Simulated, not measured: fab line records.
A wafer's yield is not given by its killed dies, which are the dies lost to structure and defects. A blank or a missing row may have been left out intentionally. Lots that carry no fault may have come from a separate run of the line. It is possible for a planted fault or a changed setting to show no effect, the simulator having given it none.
What tool caused it?    flow sky130    Sampling: 13 lots, 39 wafers, 2 of 708 route steps

== WHAT THE GAUGES READ, wafer by wafer ==
SKY_LDD_HVN_TW_MEAS_10. Usual: LDD_HVN_TW 1435, standard deviation 6.6.
lot   measured      on             LDD_HVN_TW      flag
L897  day 20 16:14  film metro-04  1433 1430 1427  
L899  day 21 01:55  film metro-01  1431 1435 1434  
L900  day 22 11:02  film metro-04  1439 1428 1445  
L902  day 23 09:37  film metro-04  1444 1439 1434  
L904  day 23 23:28  film metro-04  1448 1432 1440  
L905  day 24 02:02  film metro-02  1441 1437 1437  
L906  day 24 10:50  film metro-02  1438 1442 1443  
L907  day 24 17:17  film metro-04  1437 1442 1434  
L908  day 25 05:25  film metro-01  1420 1430 1426  
L914  day 27 01:07  film metro-04  1445 1447 1447  
L916  day 27 12:29  film metro-02  1421 1435 1432  
L918  day 28 05:28  film metro-04  1435 1438 1438  
L919  day 28 11:20  film metro-01  1434 1430 1428  

SKY_SD_P_OVL_MEAS_08. Usual: SD_P_OVL -0.8 nm, standard deviation 1.1.
lot   measured      on          SD_P_OVL (nm)   flag
L897  day 25 20:19  overlay-01  -0.3 0.1 -0.5   
L899  day 26 05:08  overlay-02  -1.2 -2.4 -2.0  
L900  day 27 13:14  overlay-01  -0.9 0.7 -1.5   
L902  day 28 09:07  overlay-01  -1.9 -0.7 0.0   
L904  day 28 21:43  overlay-02  -1.2 -2.0 1.6   
L905  day 29 02:05  overlay-01  1.7 1.4 1.1     
L906  day 29 06:31  overlay-02  -1.6 -2.2 -1.0  
L907  day 29 14:46  overlay-01  1.1 -0.1 1.2    
L908  day 30 01:16  overlay-01  -0.6 0.2 -1.1   
L914  day 31 19:06  overlay-01  -1.5 1.2 0.4    
L916  day 32 06:01  overlay-01  0.4 0.0 -1.9    
L918  day 32 21:40  overlay-01  -2.8 -1.2 -1.1  
L919  day 33 02:19  overlay-01  1.4 -0.4 0.1    

== TOOL THAT RAN EACH LOT (tool first, then ch and the chambers of the sampled wafers, then the start) ==
Before these readings, the record contains no process step.

== WHAT THE TOOLS THEMSELVES READ (means of the sampled wafers that have a number; where no wafer has one, the mark that the record gives instead) ==
The record holds no such reading with a usual standard deviation.

== THE ANSWER, worked out from the rows above alone ==
Rule: lot off if the mean of its wafers having a number is beyond 3 standard deviations from the usual mean. Also off: a lot with no number at a reading for which 4 or more lots have one. Where the step has rows for the other lots, those lots are counted as sound. Order of review: gauges by route order, followed by the tools' own readings, for which a lot's mean as printed above is used. The first step at which some lot is off is used, and at that step the reading that is off furthest; a lot without a number counts as furthest.
Nothing can be told from this: no lot is off at any reading shown.

== WHAT THE SIMULATOR HAD PUT IN ==
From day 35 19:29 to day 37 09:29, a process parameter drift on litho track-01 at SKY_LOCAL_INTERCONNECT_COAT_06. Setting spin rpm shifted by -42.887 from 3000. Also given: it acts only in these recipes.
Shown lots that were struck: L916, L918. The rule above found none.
